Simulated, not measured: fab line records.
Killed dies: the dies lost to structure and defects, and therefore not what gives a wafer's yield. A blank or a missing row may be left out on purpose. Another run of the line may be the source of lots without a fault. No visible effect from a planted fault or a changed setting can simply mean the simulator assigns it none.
A lot that was struck, set against a sound lot / flow sky130 / 15 steps out of a route of 708
Sound: these wafers, L642.1, L642.3, L642.5. Struck: wafer L652.5 (L652.2, L652.6, from the same lot, were not struck and are left out); the cause is given at the end.
At each step with rows: each side's tool, then ch and its chambers, then its first start. Under that, the readings that differ: sound wafers / struck wafers / difference of the means / sigmas: that difference in standard deviations of wafers without a fault.
alike: a reading whose means differ by less than 2 such deviations, as well as words and numbers matching on both sides. not compared: withheld readings; readings where some wafer has no value; bounds like >300 that might hide an equal value; numbers whose values overlap and for which the record gives no deviation.
A row with sigmas, a row that says differs or no value, or rows on one side alone: a step with any of these is where the two part. Numbers that don't overlap but have no deviation are shown without sigmas and don't part them. Lack of a reading on every wafer of one side parts them only where that side has two or more wafers.

first, 6 steps without rows for these wafers: SKY_METAL5_HMDS_08 (prime time 60 s); SKY_METAL5_COAT_09 (resist thk 1800 nm); SKY_METAL5_SOFTBAKE_10 (time 60 s); SKY_METAL5_EXPOSE_11 (exposes mask MM5, target cd 1600 nm); SKY_METAL5_PEB_12; SKY_METAL5_DEVELOP_13 (develop time 60 s).
SKY_METAL5_DESCUM_14: chemistry O2, time 11 s.
  sound on rieMetal-03 ch 0,1, day 44 04:36; struck on rieMetal-04 ch 1, day 46 21:50
  alike: drypumpMotorCurrentA, oesProductAu
  not compared: rfHoursCounterH
SKY_METAL5_METAL_ETCH_15: etches the open film in Cl2/BCl3, stops on SiO2, target depth 1260 nm, time 252 s.
  sound on rieMetal-03 ch 0,1, day 44 04:38; struck on rieMetal-04 ch 1, day 46 21:53
reading=oesProductAu (a.u.); sound=0.895 0.897 0.893; struck=0.884; difference=-0.011; sigmas=-2
  alike: drypumpMotorCurrentA, throttleValvePct
  not compared: rfHoursCounterH
SKY_METAL5_STRIP_16: strips in O2/N2.
  sound on plasmaAsher-03 ch 0,1, day 44 04:52; struck on plasmaAsher-01 ch 1, day 46 22:07
reading=oesProductAu (a.u.); sound=0.708 0.707 0.704; struck=0.715; difference=+0.009; sigmas=+2
  alike: drypumpMotorCurrentA, stripTimeToEndpointS
  not compared: rfHoursCounterH
then, 3 steps without rows for these wafers: SKY_METAL5_STRIP_17 (strips in post etch residue remover, time 1200 s); SKY_METAL5_CLEAN_18 (cleans in IPA, time 180 s); SKY_METAL5_CLEAN_19 (cleans in O3/DIW).
SKY_PASSIVATION_CVD_00: deposits SiO2, target thk 90 nm.
  sound on pecvd-04 ch 1,2, day 44 05:29; struck on pecvd-04 ch 0, day 46 22:51
reading=heaterPowerOuterW (W); sound=355 394 387; struck=472; difference=+93; sigmas=+2
  alike: heaterPowerW
SKY_PASSIVATION_THK_MEAS_01:
  sound on filmMetro-04 at day 44 05:31; struck on filmMetro-03 at day 46 23:07
reading=PASSIVATION_CVD_00_THK (nm); sound=86.7 87.6 88.3; struck=82.6; difference=-4.9; sigmas=-3
  not compared: hold
SKY_PASSIVATION_CVD_02: deposits Si3N4, target thk 540 nm.
  sound on pecvd-03 ch 0,1,2, day 44 05:34; struck on pecvd-02 ch 2, day 47 01:08
reading=hold; sound=- - -; struck=awaitDispo/2.0h/release; difference=no value on the sound wafers; sigmas=
reading=heaterPowerOuterW (W); sound=463 445 427; struck=307; difference=-138; sigmas=-3
  alike: heaterPowerW

WHERE THEY PART
First at SKY_METAL5_METAL_ETCH_15; last, within this record, at SKY_PASSIVATION_CVD_02.

WHY: the cause the simulator had injected
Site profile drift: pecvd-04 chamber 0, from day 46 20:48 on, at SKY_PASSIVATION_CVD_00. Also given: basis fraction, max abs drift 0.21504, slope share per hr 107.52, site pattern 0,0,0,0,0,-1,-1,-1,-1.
